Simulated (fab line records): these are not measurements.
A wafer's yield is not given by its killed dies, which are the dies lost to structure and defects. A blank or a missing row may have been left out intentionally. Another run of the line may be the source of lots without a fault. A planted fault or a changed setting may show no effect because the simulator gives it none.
fab line records | flow sky130
[record] lots = 6 wafers = 18 last_day = 50
route steps=708 shown PWDE@54 NWELL@56 PAD_OPEN@708
lots that met no fault: taken from a fault-free run of the same line
start_h: the number of hours between the record's first day and the start of the first shown wafer of the lot | wait_h: hours since the lot's step before | " same as the row above | L1.1+2: a single row standing in for several wafers | - no value, or no start given | * or withheld: withheld | < > ~ a bound
route shown NAME@n: a module of which the file shows steps, and the number in the route of the first | usual: mean/standard deviation of fault-free wafers | same: alike in all rows | chamber/n: place in a boat | sites: the reading at each site | _std_site: standard deviation of those values | _edge_site: mean of outer sites minus mean of inner sites | radius_mm: for every site, how far away it sits from the centre of the wafer | mask NAME#n: copy n | behind: tool/chamber where the wafer was last shaped | hold: reason for holding the lot/hours on hold/outcome of the hold | device: whichever transistor did not switch (one of n, p or np) | end of line: the same wafers' tests at the end of the route | a step given without rows: its recipe and nothing more | killed: at the first sort, the dies lost to defects and structure; wafer yield is something else | map: per-die view of a wafer (x killed, . not killed, _ where there is no die)
set.NAME: setting as actually run; set.NAME@STEP: the setting as run at that earlier step | model.NAME: the simulator's own value behind a step, which no gauge read
a table for each step, a row for each wafer; lots at some steps of the route
services: from which hour (start_h, from the record's first day; less than 0 if before it) a tool's chamber was out of use, for how many hours, and why
[[steps]]
[step SKY_PWDE_STRIP_09]
[recipe] chemistry = O2/N2 power_w = 1400 pressure_mtorr = 1500 platen_temp_c = withheld o2_flow_sccm = 3000 n2_flow_sccm = 300 overash_fraction = 0.5
[usual] drypump_motor_current_A = 5.51/0.22 oes_product_au = 0.723/0.004 strip_time_to_endpoint_s = 37.35/0.14
// columns lot.wafer tool chamber start_h wait_h drypump_motor_current_A oes_product_au rf_hours_counter_h strip_time_to_endpoint_s
L470.1 plasma_asher-02 1 69.77 0.1 5.20 0.727 36 37.15
L470.5 " 1 " " 5.23 0.714 - 37.24
L470.6 " 0 " " 5.77 0.725 - 37.30
L475.2 plasma_asher-03 1 99.56 0.1 5.76 0.727 29 37.43
L475.4 " 1 " " 5.81 0.721 - 37.51
L475.6 " 1 " " 5.81 0.729 - 37.32
L483.3 plasma_asher-02 1 142.35 0.1 5.23 0.724 - 37.55
L483.5 " 1 " " 5.23 0.725 - 37.56
L483.6 " 0 " " 5.76 0.723 - 37.44
L485.1 plasma_asher-01 1 163.71 0.1 5.45 0.721 6 37.45
L485.2 " 0 " " 5.59 0.717 6 37.46
L485.3 " 0 " " 5.57 0.724 - 37.47
L490.2 plasma_asher-02 0 184.22 0.1 5.77 0.716 49 37.42
L490.3 " 0 " " 5.79 0.724 - 37.37
L490.4 " 1 " " 5.27 0.723 - 37.54
L493.1 plasma_asher-01 1 197.97 0.1 5.46 0.722 10 37.35
L493.3 " 1 " " 5.48 0.715 - 37.39
L493.6 " 0 " " 5.56 0.732 - 37.50
[step SKY_PWDE_TW_MEAS_10]
[usual] PWDE_TW = 373.6/2.9
// columns lot.wafer tool chamber start_h wait_h PWDE_TW
L470.1 film_metro-01 - 69.87 0.1 376.7
L470.5 " - " " 374.8
L470.6 " - " " 375.9
L475.2 film_metro-01 - 99.67 0.1 376.4
L475.4 " - " " 378.1
L475.6 " - " " 376.9
L483.3 film_metro-03 - 142.44 0.1 376.0
L483.5 " - " " 375.3
L483.6 " - " " 377.3
L485.1 film_metro-03 - 163.81 0.1 372.4
L485.2 " - " " 373.1
L485.3 " - " " 373.1
L490.2 film_metro-02 - 184.33 0.1 370.4
L490.3 " - " " 369.7
L490.4 " - " " 369.2
L493.1 film_metro-02 - 198.07 0.1 370.6
L493.3 " - " " 367.8
L493.6 " - " " 369.5
[step SKY_NWELL_DEHYDRATE_03]
[recipe] temp_c = 200 time_s = 60
[step SKY_NWELL_HMDS_04]
[recipe] prime_time_s = 60 prime_temp_c = 120
[step SKY_NWELL_COAT_05]
[recipe] spin_rpm = 2000 resist_thk_nm = 3000
[step SKY_NWELL_SOFTBAKE_06]
[recipe] temp_c = 110 time_s = withheld
[step SKY_NWELL_EXPOSE_07]
[recipe] mask_id = NWM na = 0.6 source_shape = conventional sigma_outer = 0.6 polarization = unpolarized target_cd_nm = 840 dose_mj = 255
[step SKY_NWELL_PEB_08]
[recipe] temp_c = 115 time_s = withheld
[step SKY_NWELL_DEVELOP_09]
[recipe] wall_angle_deg = 90 developer = TMAH develop_time_s = 60 dev_temp_c = 23
[step SKY_NWELL_OVL_MEAS_10]
[usual] NWELL_00_OVL = 0.2/1.3
// columns lot.wafer tool chamber start_h wait_h NWELL_00_OVL[nm]
L470.1 overlay-02 - 86.12 - 1.3
L470.5 " - " " 0.6
L470.6 " - " " -0.7
L475.2 overlay-02 - 117.07 - 1.4
L475.4 " - " " 0.8
L475.6 " - " " -0.1
L483.3 overlay-02 - 162.47 - 2.0
L483.5 " - " " 0.4
L483.6 " - " " -0.5
L485.1 overlay-01 - 184.28 - -2.4
L485.2 " - " " -1.9
L485.3 " - " " -0.6
L490.2 overlay-01 - 205.82 - 0.7
L490.3 " - " " 1.4
L490.4 " - " " 1.5
L493.1 overlay-01 - 219.92 - -3.2
L493.3 " - " " -1.1
L493.6 " - " " -2.3
[step SKY_NWELL_IMPLANT_11]
[recipe] species = P energy_kev = 400 dose_cm2 = 1.9e+13 tilt_deg = withheld
[step SKY_NWELL_IMPLANT_12]
[recipe] species = P energy_kev = 120 dose_cm2 = 1.3e+12 tilt_deg = withheld
[step SKY_NWELL_IMPLANT_13]
[recipe] species = P energy_kev = 50 dose_cm2 = 7e+11 tilt_deg = withheld
[usual] beam_energy_keV = 50.002/0.017 dose_ions_cm2 = 6.999e+11/8.9e+08
// columns lot.wafer tool chamber start_h wait_h beam_energy_keV dose_ions_cm2
L470.1 implanter-04 0 86.46 0.1 50.035 6.98e+11
L470.5 " 0 " " 50.017 7.005e+11
L470.6 " 0 " " 50.005 6.983e+11
L475.2 implanter-02 0 117.42 0.1 50.039 7.009e+11
L475.4 " 0 " " 50.016 7.002e+11
L475.6 " 0 " " 50.013 7.003e+11
L483.3 implanter-02 0 162.85 0.1 50.001 6.887e+11
L483.5 " 0 " " 50.013 6.886e+11
L483.6 " 0 " " 50.011 6.886e+11
L485.1 implanter-02 0 184.62 0.1 49.996 6.886e+11
L485.2 " 0 " " 50.009 6.876e+11
L485.3 " 0 " " 50.029 6.886e+11
L490.2 implanter-04 0 206.17 0.1 49.996 6.991e+11
L490.3 " 0 " " 50.017 7.016e+11
L490.4 " 0 " " 50.014 7.008e+11
L493.1 implanter-04 0 220.25 0.1 49.969 7.015e+11
L493.3 " 0 " " 49.995 7.005e+11
L493.6 " 0 " " 49.986 7.007e+11
[step SKY_NWELL_STRIP_14]
[recipe] chemistry = O2/N2 power_w = 1400 pressure_mtorr = 1500 platen_temp_c = withheld o2_flow_sccm = 3000 n2_flow_sccm = 300 overash_fraction = 0.5
[usual] drypump_motor_current_A = 5.65/0.2 oes_product_au = 0.723/0.0046 strip_time_to_endpoint_s = 36.93/0.13
// columns lot.wafer tool chamber start_h wait_h drypump_motor_current_A oes_product_au rf_hours_counter_h strip_time_to_endpoint_s
L470.1 plasma_asher-02 0 86.61 0.1 5.79 0.718 38 36.74
L470.5 " 1 " " 5.23 0.722 - 36.66
L470.6 " 0 " " 5.77 0.727 - 36.71
L475.2 plasma_asher-04 1 117.55 0.1 5.89 0.718 46 36.86
L475.4 " 0 " " 5.66 0.713 - 36.97
L475.6 " 0 " " 5.68 0.724 - 36.88
L483.3 plasma_asher-01 0 162.98 0.1 5.55 0.721 - 36.95
L483.5 " 1 " " 5.46 0.714 - 36.85
L483.6 " 0 " " 5.59 0.726 - 36.82
L485.1 plasma_asher-04 1 184.77 0.1 5.98 0.719 53 36.86
L485.2 " 0 " " 5.68 0.716 53 36.93
L485.3 " 0 " " 5.66 0.718 - 37.04
L490.2 plasma_asher-01 1 206.30 0.1 5.47 0.733 10 36.85
L490.3 " 1 " " 5.46 0.724 - 36.86
L490.4 " 0 " " 5.56 0.715 - 36.89
L493.1 plasma_asher-02 1 220.40 0.1 5.27 0.729 51 36.68
L493.3 " 0 " " 5.77 0.725 - 36.71
L493.6 " 0 " " 5.75 0.728 - 36.68
[step SKY_PAD_OPEN_PROBE_99]
[usual] killed_at_M0_to_M3 = 42/7.5 killed_at_M4_up = 3.2/1.7 killed_at_contacts = 24/5.1 killed_at_front_end = 15/4.1 killed_at_other = 0.3/0.58 killed_dies = 85/8.9 killed_open = 46/6.4 killed_short = 39/6
[same] gross_dies = 492 killed_at_back_side = 0
// columns lot.wafer tool chamber start_h wait_h killed_at_M0_to_M3 killed_at_M4_up killed_at_contacts killed_at_front_end killed_at_other killed_dies killed_open killed_short
L470.1 prober-01 - 1071.08 0.1 36 5 41 12 0 94 59 35
L470.5 prober-01 - 1071.28 0.2 41 6 14 14 0 75 45 30
L470.6 prober-01 - 1071.33 0.2 35 2 24 18 1 80 45 35
L483.3 prober-02 - 1154.11 0.2 56 4 16 12 1 89 54 35
L483.5 prober-02 - 1154.21 0.2 47 8 22 13 1 91 51 39
L483.6 prober-02 - 1154.26 0.2 45 3 20 13 0 81 51 30
L485.1 prober-02 - 1171.85 0.1 51 2 23 19 0 95 48 47
L485.2 prober-02 - 1171.90 0.1 52 1 32 16 0 101 51 50
L485.3 prober-02 - 1171.95 0.2 43 2 14 19 0 78 35 43
L490.2 prober-02 - 1186.90 0.1 37 2 25 20 0 84 44 40
L490.3 prober-02 - 1186.95 0.2 32 5 25 16 0 78 41 37
L490.4 prober-02 - 1187.00 0.2 49 2 20 9 0 80 39 41
// killed by level:class
L470.1 CONTACT:geometric_particle:open=24 VIA1:geometric_particle:open=10 VIA2:geometric_particle:open=7 LI_CONTACT:geometric_particle:open=6 METAL2:geometric_particle:short=6 LOCAL_INTERCONNECT:geometric_particle:short=5 CONTACT:geometric_particle:short=4 FIELD_ISO:geometric_particle:short=3
L470.5 VIA3:geometric_particle:open=16 LI_CONTACT:geometric_particle:open=9 VIA2:geometric_particle:open=6 FIELD_ISO:geometric_particle:open=5 METAL1:geometric_particle:short=5 METAL4:geometric_particle:short=5 POLY_GATE:geometric_particle:short=4 VIA1:geometric_particle:open=4
L470.6 CONTACT:geometric_particle:open=9 VIA3:geometric_particle:open=8 VIA1:geometric_particle:open=7 LI_CONTACT:geometric_particle:open=7 VIA2:geometric_particle:open=5 LOCAL_INTERCONNECT:geometric_particle:short=5 FIELD_ISO:geometric_particle:short=4 METAL2:geometric_particle:short=4
L483.3 VIA3:geometric_particle:open=12 VIA2:geometric_particle:open=10 VIA1:geometric_particle:open=8 CONTACT:geometric_particle:open=8 VIA1:geometric_particle:short=7 METAL2:geometric_particle:short=7 METAL1:geometric_particle:short=5 FIELD_ISO:geometric_particle:short=3
L483.5 VIA1:geometric_particle:open=13 CONTACT:geometric_particle:open=8 VIA2:geometric_particle:open=8 METAL2:geometric_particle:short=7 LI_CONTACT:geometric_particle:open=6 METAL1:geometric_particle:short=5 VIA1:geometric_particle:short=5 FIELD_ISO:geometric_particle:short=4
L483.6 VIA1:geometric_particle:open=16 CONTACT:geometric_particle:open=8 VIA3:geometric_particle:open=6 VIA2:geometric_particle:open=5 FIELD_ISO:geometric_particle:open=4 LI_CONTACT:geometric_particle:short=4 METAL2:geometric_particle:short=4 POLY_GATE:geometric_particle:short=3
L485.1 VIA1:geometric_particle:open=10 METAL2:geometric_particle:short=9 POLY_GATE:geometric_particle:open=8 CONTACT:geometric_particle:short=7 CONTACT:geometric_particle:open=7 VIA2:geometric_particle:open=7 POLY_GATE:geometric_particle:short=6 METAL1:geometric_particle:short=6
L485.2 VIA1:geometric_particle:open=13 METAL2:geometric_particle:short=10 LI_CONTACT:geometric_particle:open=9 CONTACT:geometric_particle:open=9 CONTACT:geometric_particle:short=8 POLY_GATE:geometric_particle:open=6 METAL1:geometric_particle:short=6 VIA2:geometric_particle:open=6
L485.3 METAL1:geometric_particle:short=9 VIA1:geometric_particle:open=8 VIA2:geometric_particle:open=6 FIELD_ISO:geometric_particle:open=5 POLY_GATE:geometric_particle:short=5 METAL2:geometric_particle:short=5 VIA3:geometric_particle:open=5 CONTACT:geometric_particle:short=4
L490.2 CONTACT:geometric_particle:open=10 POLY_GATE:geometric_particle:short=7 VIA1:geometric_particle:open=7 VIA2:geometric_particle:open=7 CONTACT:geometric_particle:short=6 FIELD_ISO:geometric_particle:open=5 LI_CONTACT:geometric_particle:open=5 VIA3:geometric_particle:open=5
L490.3 CONTACT:geometric_particle:open=12 VIA3:geometric_particle:short=7 FIELD_ISO:geometric_particle:short=6 LI_CONTACT:geometric_particle:open=6 VIA1:geometric_particle:open=5 METAL1:geometric_particle:short=5 VIA3:geometric_particle:open=5 POLY_GATE:geometric_particle:short=4
L490.4 VIA1:geometric_particle:open=11 METAL2:geometric_particle:short=8 VIA2:geometric_particle:open=6 VIA1:geometric_particle:short=6 LI_CONTACT:geometric_particle:open=5 CONTACT:geometric_particle:short=5 CONTACT:geometric_particle:open=5 METAL1:geometric_particle:short=5
[[services]]
// columns tool chamber start_h hours kind
plasma_asher-04 - 73.52 14.6 pm
plasma_asher-02 - 79.76 3.7 repair
implanter-02 - 80.70 1.7 repair
implanter-02 - 87.36 3.1 repair
implanter-02 - 88.90 15.2 repair
implanter-04 - 96.46 1.6 repair
plasma_asher-01 - 108.79 9.0 pm
plasma_asher-01 0 108.79 9.0 vent_cycle
plasma_asher-01 1 108.79 9.0 vent_cycle
plasma_asher-01 0 117.79 - clean
plasma_asher-01 1 117.79 - clean
implanter-04 - 122.06 4.0 pm
plasma_asher-03 - 130.44 32.8 pm
implanter-02 - 145.40 4.6 repair
plasma_asher-02 - 146.76 0.5 repair
implanter-02 - 180.64 0.8 repair
plasma_asher-02 - 185.47 13.6 repair
plasma_asher-01 - 191.64 2.0 repair
plasma_asher-03 - 195.75 4.3 repair
[[key]]
[first_sign] step = SKY_NWELL_IMPLANT_13 reading = dose_ions_cm2 direction = down sigmas = 13 usual = * struck = *
effect none on later readings
met_at SKY_NWELL_IMPLANT_13
struck_wafers L483.3,L483.5,L483.6,L485.1,L485.2,L485.3
tester_left_out L483,L485
onset_between 117.42 162.85
[fault] kind = process_parameter_drift tool = implanter-02 chamber = - onset_h = 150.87 steps = SKY_NWELL_IMPLANT_13 channel = dose_cm2 offset = * shape = step end_h = 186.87 acts_in = * stated = *
// tester_left_out: of these lots the tester's yield and bins aren't shown, on N5 and GAA mostly nor the transistor test; their killed dies are dies lost to structure and defects alone, not to doping, threshold or leakage, so they don't give the yield
